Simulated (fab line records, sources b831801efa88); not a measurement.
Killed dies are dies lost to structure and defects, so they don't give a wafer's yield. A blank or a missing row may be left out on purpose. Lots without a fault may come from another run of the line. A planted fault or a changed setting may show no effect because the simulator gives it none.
One fault seen from 2 desks | flow sfq_line | each desk has only its own numbers; what lay behind them comes last

THE METROLOGY DESK
What the gauges read, lot by lot, whatever tool the lot ran on: means of the sampled wafers that have a number. A lot is out of limits, marked OUT, if its mean lies more than 4 standard deviations from the usual mean; the brackets give that distance.
Columns: A = M7_OVL at SFQ_M7_OVL_MEAS_945, usual 2 nm
lot  | first seen here | A
L118 | day 82 06:12    | 5
L121 | day 82 13:24    | 1
L130 | day 87 12:15    | -2
L131 | day 87 17:03    | 2
L137 | day 88 19:35    | -3
L139 | day 89 00:23    | 8
This desk's finding: nothing out of limits on any of the 6 lots.

THE TOOL OWNER'S DESK: pecvd-01
The tool's own readings at SFQ_TRILAYER_I7_DEP_PECVD_183 (deposits SiO2 from SiH4/N2O, time 111.11 s, target thk 500 nm): means of the sampled wafers that have a number, for each lot that ran on this tool. A lot is out of limits, marked OUT, if its mean lies more than 4 standard deviations from the usual mean; the brackets give that distance.
Columns: A = heater_power_w at SFQ_TRILAYER_I7_DEP_PECVD_183, usual 88 W; B = rf_fwd_power_W at SFQ_TRILAYER_I7_DEP_PECVD_183, usual 182.5 W; C = showerhead_vpp_V at SFQ_TRILAYER_I7_DEP_PECVD_183, usual 846 V; D = throttle_valve_pct at SFQ_TRILAYER_I7_DEP_PECVD_183, usual 25.4 %
lot  | first seen here | A  | B               | C   | D
L121 | day 82 14:24    | 85 | 182.6           | 828 | 27.5
L130 | day 87 13:15    | 83 | 152.8 (-54) OUT | 765 | 24.0
L131 | day 87 18:03    | 99 | 152.9 (-54) OUT | 762 | 24.3
This desk's finding: out of limits on L130, L131; first on L130, day 87 13:15 (rf_fwd_power_W at SFQ_TRILAYER_I7_DEP_PECVD_183). In limits: L121.

PUT TOGETHER
The tool owner's desk could have raised an alarm at day 87 13:15, on L130, L131.
The metrology desk saw nothing out of limits.
The metrology desk has L130, L131 on record, within its limits.
Of the lots named, all ran SFQ_TRILAYER_I7_DEP_PECVD_183 on pecvd-01.

WHAT THE SIMULATOR HAD PUT IN
Process parameter drift: pecvd-01, from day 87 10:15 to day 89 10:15, at SFQ_TRILAYER_I7_DEP_PECVD_183. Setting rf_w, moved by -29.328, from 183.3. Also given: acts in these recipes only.
Lots struck among those shown: L130, L131.
Hours from the fault's start to each desk's first reading out of limits: the tool owner's desk, 3.
